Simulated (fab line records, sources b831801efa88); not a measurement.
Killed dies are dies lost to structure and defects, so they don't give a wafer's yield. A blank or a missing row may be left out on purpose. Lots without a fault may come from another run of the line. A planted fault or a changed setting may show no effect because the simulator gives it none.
Problem report in the 8D (eight disciplines) form, filled by code | flow gf180mcu | the parts of the form that need people (team, actions taken, sign-off) are left out

1. THE PROBLEM
cd_nm at GF_M3_CD_MEAS_14 reads a mean of 265.4 nm on 2 wafers of 2 lots; wafers without a fault read 280.2 nm with a standard deviation of 1.3. That is -11 standard deviations from the usual mean.
The step: target cd 280 nm.
First seen on wafer L308.1, day 26 18:05, on cd_sem-02. The record holds 37 wafers of 13 lots with a number at this step. Rule for "out", or "out of limits": more than 4 standard deviations from the usual mean. The other wafers with a number count as sound.

2. WHAT IT IS AND WHAT IT IS NOT
question                    | is                   | is not
which readings at this step | cd_nm                | -
which lots                  | L308, L309           | L293, L294, L295, L296, L297, L298, L299, L300, L310, L312, L316
which wafers of those lots  | L308.1, L309.1       | L308.2, L309.4
read on which gauges        | cd_sem-01, cd_sem-02 | -
when                        | from day 26 18:05    | up to then (25 sound wafers); but 10 sound wafers of L309, L310, L312, L316 came after

3. SUSPECTS, AND WHAT RULES EACH OUT
Counting: a tool at a process step up to the reading stays a suspect if it ran every lot that is out. Sound lots after the first of them don't rule it out here, since some wafers of a struck lot are sound.
- the gauge at GF_M3_CD_MEAS_14: ruled out. The wafers that are out were read on 2 gauges (cd_sem-01, cd_sem-02).
- pvd_sputter-02 at GF_M3_SPUTTER_01 (material TiN, target thk 30 nm, time 25 s): kept. It ran every lot that is out, first L308 (day 25 21:18); its last sound lot up to then is L299 (day 22 15:04).
- pvd_sputter-02 at GF_M3_SPUTTER_04 (material TiN, target thk 50 nm, time 41.7 s): kept. It ran every lot that is out, first L308 (day 25 21:23); its last sound lot up to then is L299 (day 22 15:09).
- krf_scanner-02 at GF_M3_EXPOSE_11 (exposes mask Metal3, target cd 280 nm): kept. It ran every lot that is out, first L308 (day 26 08:02); its last sound lot up to then is L300 (day 23 08:55).
Left after counting: pvd_sputter-02 at GF_M3_SPUTTER_01, pvd_sputter-02 at GF_M3_SPUTTER_04, krf_scanner-02 at GF_M3_EXPOSE_11.

4. THE CAUSE (what the simulator had put in)
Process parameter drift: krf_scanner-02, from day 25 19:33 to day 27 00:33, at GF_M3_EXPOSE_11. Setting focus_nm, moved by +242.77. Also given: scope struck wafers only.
Counting left 3 suspects, and this tool is among them.

5. THE CHAIN OF EFFECTS, in route order
Each row: a reading whose mean over the struck wafers that have a number lies more than 3 standard deviations from the usual. Only readings for which the record gives a usual standard deviation are gone through. hours: the time from each lot's start at the first step in this table that gives one to its start at this step, as a median over the lots. sigmas: the change in usual standard deviations.
hours | step             | reading | usual    | on struck wafers | change | sigmas
0     | GF_M3_CD_MEAS_14 | cd_nm   | 280.2 nm | 265.4            | -14.8  | -11

6. WHAT WOULD HAVE CAUGHT IT SOONER
In this record the first reading out of limits at a measuring or inspecting step was taken at day 26 18:05, 23 hours after the fault began at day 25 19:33.
Of the tool readings at GF_M3_EXPOSE_11 for which the record gives a usual standard deviation, none was out on any struck wafer, so an alarm limit of 4 standard deviations on them would not have fired.
All the lots that are out (2) had begun GF_M3_EXPOSE_11 on krf_scanner-02 by day 26 18:05. A hold on the tool at that time would have spared none of them.
